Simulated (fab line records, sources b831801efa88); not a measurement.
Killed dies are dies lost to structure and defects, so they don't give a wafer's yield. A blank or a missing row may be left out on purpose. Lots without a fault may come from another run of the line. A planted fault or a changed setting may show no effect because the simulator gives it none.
One fault seen from 2 desks | flow sky130 | each desk has only its own numbers; what lay behind them comes last

THE TOOL OWNER'S DESK: iline_stepper-02
The tool's own readings at SKY_SD_P_EXPOSE_04 (exposes mask PSDM, target cd 380 nm): means of the sampled wafers that have a number, for each lot that ran on this tool. A lot is out of limits, marked OUT, if its mean lies more than 4 standard deviations from the usual mean; the brackets give that distance.
Columns: A = exposure_dose_mJ_cm2 at SKY_SD_P_EXPOSE_04, usual 137.98
lot  | first seen here | A
L728 | day 25 05:34    | 137.83
L733 | day 26 19:39    | 137.85
L735 | day 27 16:08    | 137.94
L736 | day 28 00:50    | 137.91
L746 | day 31 02:41    | 129.81 (-54) OUT
L747 | day 31 10:32    | 129.74 (-55) OUT
This desk's finding: out of limits on L746, L747; first on L746, day 31 02:41 (exposure_dose_mJ_cm2 at SKY_SD_P_EXPOSE_04). In limits: L728, L733, L735, L736.

THE METROLOGY DESK
What the gauges read, lot by lot, whatever tool the lot ran on: means of the sampled wafers that have a number. A lot is out of limits, marked OUT, if its mean lies more than 4 standard deviations from the usual mean; the brackets give that distance.
Columns: A = LDD_HVP_OVL at SKY_LDD_HVP_OVL_MEAS_07, usual -0.2 nm; B = POLY_CUT_OVL at SKY_POLY_CUT_OVL_MEAS_09, usual 1 nm; C = cd_nm at SKY_SD_P_CD_MEAS_07, usual 379.7 nm; D = SD_P_TW at SKY_SD_P_TW_MEAS_11, usual 2840
lot  | first seen here | A    | B  | C                | D
L728 | day 21 23:07    | 0.1  | -9 | 380.5            | 2840
L733 | day 23 16:07    | -0.1 | -3 | 377.5            | 2844
L734 | day 24 01:32    | 0.7  | 6  | 381.7            | 2870
L735 | day 24 12:57    | 0.9  | -4 | 379.5            | 2866
L736 | day 24 20:12    | -0.4 | 2  | 382.9            | 2846
L738 | day 25 10:32    | -1.5 | -6 | 380.9            | 2837
L737 | day 25 11:17    | 1.6  | 10 | 381.6            | 2853
L739 | day 25 23:29    | 0.1  | -7 | 378.6            | 2847
L740 | day 27 12:40    | 1.2  | 5  | 380.8            | 2824
L746 | day 28 02:23    | 0.1  | -5 | 363.7 (-6.2) OUT | 2835
L747 | day 28 10:01    | 0.5  | 6  | 361.4 (-7.1) OUT | 2827
L749 | day 29 03:08    | -0.2 | 6  | 379.6            | 2822
L750 | day 29 08:42    | 0.7  | 1  | 377.4            | 2833
This desk's finding: out of limits on L746, L747; first on L746, day 31 16:41 (cd_nm at SKY_SD_P_CD_MEAS_07). In limits: L728, L733, L734, L735, L736, L738, L737, L739, L740, L749, L750.

PUT TOGETHER
The tool owner's desk could have raised an alarm at day 31 02:41, on L746, L747.
The metrology desk could have raised an alarm at day 31 16:41, on L746, L747.
Of the lots named, all ran SKY_SD_P_EXPOSE_04 on iline_stepper-02.

WHAT THE SIMULATOR HAD PUT IN
Process parameter drift: iline_stepper-02, from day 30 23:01 on, at SKY_SD_P_EXPOSE_04. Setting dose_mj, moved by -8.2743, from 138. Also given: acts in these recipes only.
Lots struck among those shown: L746, L747.
Hours from the fault's start to each desk's first reading out of limits: the tool owner's desk, 4; the metrology desk, 18.
